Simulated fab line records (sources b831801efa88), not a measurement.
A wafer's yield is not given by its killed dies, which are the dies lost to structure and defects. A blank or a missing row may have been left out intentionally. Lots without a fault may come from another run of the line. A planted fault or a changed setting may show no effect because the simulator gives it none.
Which of the tools did it? ; flow gf180mcu ; 13 lots with 39 wafers sampled at 4 steps, on a route of 602 steps

## WHAT THE GAUGES SHOWED, per wafer
GF_V5_THK_MEAS_25: measures by xrf. Usual: V5_W_THK gives 350 nm (standard deviation 6.4).
lot;measured;on;V5_W_THK (nm);flag
L309;day 27 04:41;film-metro-04;354 354 356;
L308;day 27 05:38;film-metro-02;353 362 355;
L312;day 28 02:29;film-metro-04;346 349 350;
L313;day 28 07:48;film-metro-03;344 353 342;
L314;day 28 22:47;film-metro-02;355 353 359;
L315;day 29 17:29;film-metro-02;348 356 359;
L316;day 29 18:23;film-metro-02;358 356 353;
L322;day 31 12:22;film-metro-03;347 342 343;
L323;day 31 13:19;film-metro-04;349 356 351;
L326;day 32 08:35;film-metro-02;364 357 360;
L327;day 32 19:46;film-metro-02;359 350 358;
L329;day 33 10:25;film-metro-02;348 352 346;
L331;day 34 02:16;film-metro-02;347 348 352;

GF_TOP_METAL_RS_MEAS_05: measurement is done with a four-point probe. Usual: TOP_METAL_ALCU_RS gives 0.0327 ohm/sq (standard deviation 0.00037).
lot;measured;on;TOP_METAL_ALCU_RS (ohm/sq);flag
L309;day 27 05:17;film-metro-04;0.0332 0.0331 0.0331;
L308;day 27 06:14;film-metro-04;0.0328 0.0331 0.0330;
L312;day 28 03:05;film-metro-02;0.0332 0.0333 0.0330;
L313;day 28 08:30;film-metro-01;0.0324 0.0325 0.0324;
L314;day 28 23:22;film-metro-04;0.0329 0.0329 0.0330;
L315;day 29 18:05;film-metro-02;0.0329 0.0328 0.0327;
L316;day 29 18:58;film-metro-02;0.0322 0.0321 0.0323;
L322;day 31 13:13;film-metro-01;0.0325 0.0329 0.0330;
L323;day 31 13:55;film-metro-02;0.0328 0.0324 0.0326;
L326;day 32 09:11;film-metro-04;0.0320 0.0321 0.0319;
L327;day 32 20:21;film-metro-02;0.0327 0.0327 0.0329;
L329;day 33 11:01;film-metro-04;0.0332 0.0333 0.0325;
L331;day 34 02:50;film-metro-02;0.0321 0.0322 0.0324;

## WHAT TOOL EACH LOT RAN ON (gives the tool, then ch and the chambers of the sampled wafers, and finally the start)
lot;GF_M5_ETCH_09;GF_V5_ETCH_17
L309;rie-diel-02 ch 0,1,2, day 26 05:51;rie-diel-02 ch 1,2,3, day 27 03:00
L308;rie-diel-04 ch 0,1,3, day 26 06:41;rie-diel-03 ch 1,2, day 27 04:00
L312;rie-diel-01 ch 2,3, day 27 03:31;rie-diel-02 ch 0,1, day 28 01:00
L313;rie-diel-04 ch 0,2, day 27 09:40;rie-diel-02 ch 1,3, day 28 06:00
L314;rie-diel-01 ch 1,2,3, day 27 23:42;rie-diel-03 ch 0,2, day 28 21:00
L315;rie-diel-01 ch 0,1, day 28 20:06;rie-diel-03 ch 0,1,2, day 29 16:00
L316;rie-diel-02 ch 0,1,2, day 28 21:20;rie-diel-02 ch 0,1,2, day 29 17:00
L322;rie-diel-02 ch 0,1,3, day 30 16:36;rie-diel-01 ch 1,2, day 31 11:00
L323;rie-diel-04 ch 0,3, day 30 17:13;rie-diel-03 ch 0,2,3, day 31 12:00
L326;rie-diel-04 ch 2,3, day 31 12:36;rie-diel-01 ch 0,1,3, day 32 07:00
L327;rie-diel-01 ch 0,3, day 32 00:41;rie-diel-01 ch 0,1,2, day 32 18:00
L329;rie-diel-02 ch 1,3, day 32 15:30;rie-diel-02 ch 0,1, day 33 09:00
L331;rie-diel-04 ch 0,2,3, day 33 08:12;rie-diel-01 ch 0,1, day 34 01:00
- GF_M5_ETCH_09: etches Si3N4 in CF4/O2, target depth 52 nm, time 11.6 s.
- GF_V5_ETCH_17: etches SiO2 in C4F8/O2/Ar, stops on TiN, target depth 855 nm.

## AS READ BY THE TOOLS THEMSELVES (means over the sampled wafers that have a number; for cases with no such wafer, the mark the record gives instead)
GF_M5_ETCH_09. Usual: drypump-motor-current-A 6.1 A, standard deviation 0.34; oes-product-au 1.002 a.u., standard deviation 0.0093; rf-fwd-power-W 785 W, standard deviation 3.5; throttle-valve-pct 5.972 %, standard deviation 0.0091.
lot;tool;drypump-motor-current-A (A);oes-product-au (a.u.);rf-fwd-power-W (W);throttle-valve-pct (%);flag
L309;rie-diel-02;5.8;1.008;787;5.970;
L308;rie-diel-04;6.2;1.001;782;5.971;
L312;rie-diel-01;6.0;1.003;786;5.965;
L313;rie-diel-04;6.3;1.009;785;5.984;
L314;rie-diel-01;5.9;0.991;783;5.962;
L315;rie-diel-01;5.9;0.994;782;5.971;
L316;rie-diel-02;5.8;1.005;789;5.978;
L322;rie-diel-02;6.0;1.009;785;5.973;
L323;rie-diel-04;6.2;1.000;784;5.966;
L326;rie-diel-04;6.2;1.001;787;5.975;
L327;rie-diel-01;6.5;0.995;787;5.976;
L329;rie-diel-02;5.8;1.003;790;5.979;
L331;rie-diel-04;6.3;1.002;782;5.975;

GF_V5_ETCH_17. Usual: oes-product-au 0.859 a.u., standard deviation 0.0049; rf-fwd-power-W 1493 W, standard deviation 4.7.
lot;tool;oes-product-au (a.u.);rf-fwd-power-W (W);flag
L309;rie-diel-02;0.861;1492;
L308;rie-diel-03;0.858;1489;
L312;rie-diel-02;0.862;1488;
L313;rie-diel-02;0.862;1738;OFF
L314;rie-diel-03;0.861;1491;
L315;rie-diel-03;0.857;1492;
L316;rie-diel-02;0.862;1732;OFF
L322;rie-diel-01;0.865;1493;
L323;rie-diel-03;0.856;1490;
L326;rie-diel-01;0.860;1494;
L327;rie-diel-01;0.864;1493;
L329;rie-diel-02;0.861;1501;
L331;rie-diel-01;0.858;1493;

## THE ANSWER, worked out from the rows above alone
Rule: lot off if the mean of its wafers having a number is beyond 3 standard deviations from the usual mean. A lot without any number at a reading at which 4 lots or more have one is off too. Any other lot the step has rows for is counted as sound. After the gauges, taken in route order, come the tools' own readings; for these a lot's mean is taken, as printed above. At the first step where some lot is off, the reading lying furthest off is the one used; lots without a number count as furthest.
Off: L313, L316 (GF_V5_ETCH_17, rf-fwd-power-W).
A tool fits if, at that step or a process step before it, it ran every lot that is off, and no sound lot after the first of them. No candidate that was tried fits.

## WHAT HAD BEEN PUT IN BY THE SIMULATOR
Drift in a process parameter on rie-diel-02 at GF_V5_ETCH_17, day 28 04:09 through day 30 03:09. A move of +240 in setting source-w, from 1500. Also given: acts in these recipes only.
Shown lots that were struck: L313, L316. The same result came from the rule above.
